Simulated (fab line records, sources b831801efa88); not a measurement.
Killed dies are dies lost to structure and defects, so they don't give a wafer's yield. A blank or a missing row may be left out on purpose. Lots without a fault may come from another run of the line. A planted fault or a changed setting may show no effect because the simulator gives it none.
A struck lot beside a sound one | flow sky130 | 29 steps out of a route of 708
Sound: wafers L334.2, L334.3, L334.5. Struck: wafers L353.2, L353.4, L353.6. The cause comes at the end.
At each step with rows: each side's tool, then ch and its chambers, then its first start. Under that, the readings that differ: sound wafers | struck wafers | difference of the means | sigmas: that difference in standard deviations of wafers without a fault.
alike: readings whose means differ by less than 2 such deviations, and words and numbers that are the same on both sides. not compared: withheld readings, readings that some wafer has no value for, bounds like >300 that may hide the same value, and numbers for which the record gives no deviation and whose values overlap.
The two part at a step that has a row with sigmas, a row that says differs or no value, or rows on one side only. Numbers that don't overlap but have no deviation are shown without sigmas and don't part them. A reading that every wafer of one side lacks parts them only if that side has two wafers or more.

SKY_POLY_GATE_CD_MEAS_13: target cd 150 nm.
  sound on cd_sem-01, day 18 01:24; struck on cd_sem-02, day 24 01:31
  alike: cd_nm
SKY_POLY_GATE_OVL_MEAS_14:
  sound on overlay-01, day 18 01:30; struck on overlay-02, day 24 01:37
  alike: POLY_GATE_OVL
SKY_POLY_GATE_ETCH_15: etches BARC in N2/H2, stops on SiO2, time 118.5 s, target depth 110 nm.
  sound on rie_diel-03 ch 0,1,3, day 18 01:32; struck on rie_diel-01 ch 2,3, day 24 01:38
  alike: drypump_motor_current_A, oes_product_au, throttle_valve_pct
  not compared: rf_hours_counter_h
SKY_POLY_GATE_ETCH_16: etches Si3N4 in CH3F/O2, stops on poly-Si, time 147.5 s, target depth 75 nm.
  sound on rie_diel-03 ch 0,1,3, day 18 01:37; struck on rie_diel-01 ch 2,3, day 24 01:44
  reading               | sound             | struck            | difference | sigmas
  oes_product_au (a.u.) | 0.650 0.643 0.650 | 0.639 0.634 0.634 | -0.012     | -2
  alike: drypump_motor_current_A, throttle_valve_pct
  not compared: rf_hours_counter_h
SKY_POLY_GATE_ETCH_17: etches poly-Si in HBr/Cl2, stops on SiO2, target depth 180 nm, time 70.5 s.
  sound on rie_si-01 ch 0,1,3, day 18 01:43; struck on rie_si-01 ch 0,1,2, day 24 01:49
  alike: drypump_motor_current_A, he_backside_leak_sccm, oes_product_au, throttle_valve_pct
  not compared: rf_hours_counter_h
SKY_POLY_GATE_STRIP_18: strips in O2/N2.
  sound on plasma_asher-03 ch 0,1, day 18 01:46; struck on plasma_asher-02 ch 0,1, day 24 01:53
  alike: drypump_motor_current_A, oes_product_au, strip_time_to_endpoint_s
  not compared: rf_hours_counter_h
then, 2 steps without rows for these wafers: SKY_POLY_GATE_CLEAN_19 (cleans in SC1/SC2, time 150 s); SKY_POLY_GATE_OXIDATION_20 (stabilise 600 s, purge 300 s, target thk 4 nm).
SKY_POLY_GATE_THK_MEAS_21:
  sound on film_metro-03, day 18 04:57; struck on film_metro-02, day 24 03:17
  alike: POLY_GATE_OXIDATION_THK
SKY_POLY_GATE_CD_MEAS_22:
  sound on cd_sem-02, day 18 05:02; struck on cd_sem-02, day 24 03:22
  alike: cd_nm
then, 2 steps without rows for these wafers: SKY_LDD_N_DEHYDRATE_00 (time 60 s); SKY_LDD_N_HMDS_01 (prime time 60 s).
SKY_LDD_N_COAT_02: resist thk 300 nm.
  sound on litho_track-02 ch 0, day 18 19:46; struck on litho_track-01 ch 0, day 24 17:34
  reading                                    | sound                | struck               | difference | sigmas
  spin_speed_rpm (rpm)                       | 3001.3 2998.5 2999.5 | 2827.0 2826.8 2830.2 | -171.8     | -90
  model.NOVOLAK_of_LDD_N_COAT_02.thk_nm (nm) | 299.7 298.7 299.6    | 310.1 310.1 310.5    | +10.9      |
  alike: resist_line_temp_C
then, 3 steps without rows for these wafers: SKY_LDD_N_SOFTBAKE_03 (time 60 s); SKY_LDD_N_EXPOSE_04 (exposes mask NTM, target cd 840 nm); SKY_LDD_N_PEB_05.
SKY_LDD_N_DEVELOP_06: develop time 60 s.
  sound on litho_track-04 ch 0, day 19 11:36; struck on litho_track-02 ch 0, day 25 08:28
  reading                                    | sound             | struck            | difference | sigmas
  model.NOVOLAK_of_LDD_N_COAT_02.thk_nm (nm) | 299.3 298.3 299.2 | 309.7 309.7 310.1 | +10.9      |
  alike: resist_line_temp_C
SKY_LDD_N_OVL_MEAS_07:
  sound on overlay-02, day 19 11:44; struck on overlay-01, day 25 08:35
  alike: LDD_N_OVL
then, 8 steps without rows for these wafers: SKY_LDD_N_IMPLANT_08; SKY_LDD_N_IMPLANT_09; SKY_LDD_N_IMPLANT_10; SKY_LDD_N_IMPLANT_11; SKY_LDD_N_IMPLANT_12; SKY_LDD_N_IMPLANT_13; SKY_LDD_N_IMPLANT_14; SKY_LDD_N_IMPLANT_15.
SKY_LDD_N_STRIP_16: strips in O2/N2.
  sound on plasma_asher-01 ch 0,1, day 19 12:58; struck on plasma_asher-01 ch 0,1, day 25 09:49
  reading                      | sound             | struck            | difference | sigmas
  oes_product_au (a.u.)        | 0.400 0.405 0.408 | 0.412 0.412 0.418 | +0.010     | +2
  strip_time_to_endpoint_s (s) | 4.306 4.298 4.290 | 4.432 4.443 4.441 | +0.141     | +9
  alike: drypump_motor_current_A
  not compared: rf_hours_counter_h
SKY_LDD_N_TW_MEAS_17:
  sound on film_metro-02, day 19 13:04; struck on film_metro-02, day 25 09:56
  alike: LDD_N_TW
then, 1 step without rows for these wafers: SKY_PAD_OPEN_PROBE_99.

WHERE THEY PART
First at SKY_POLY_GATE_ETCH_16; last, within this record, at SKY_LDD_N_STRIP_16. Later steps at which nothing parts them and some readings are alike: SKY_LDD_N_TW_MEAS_17.

WHY: what the simulator had put in
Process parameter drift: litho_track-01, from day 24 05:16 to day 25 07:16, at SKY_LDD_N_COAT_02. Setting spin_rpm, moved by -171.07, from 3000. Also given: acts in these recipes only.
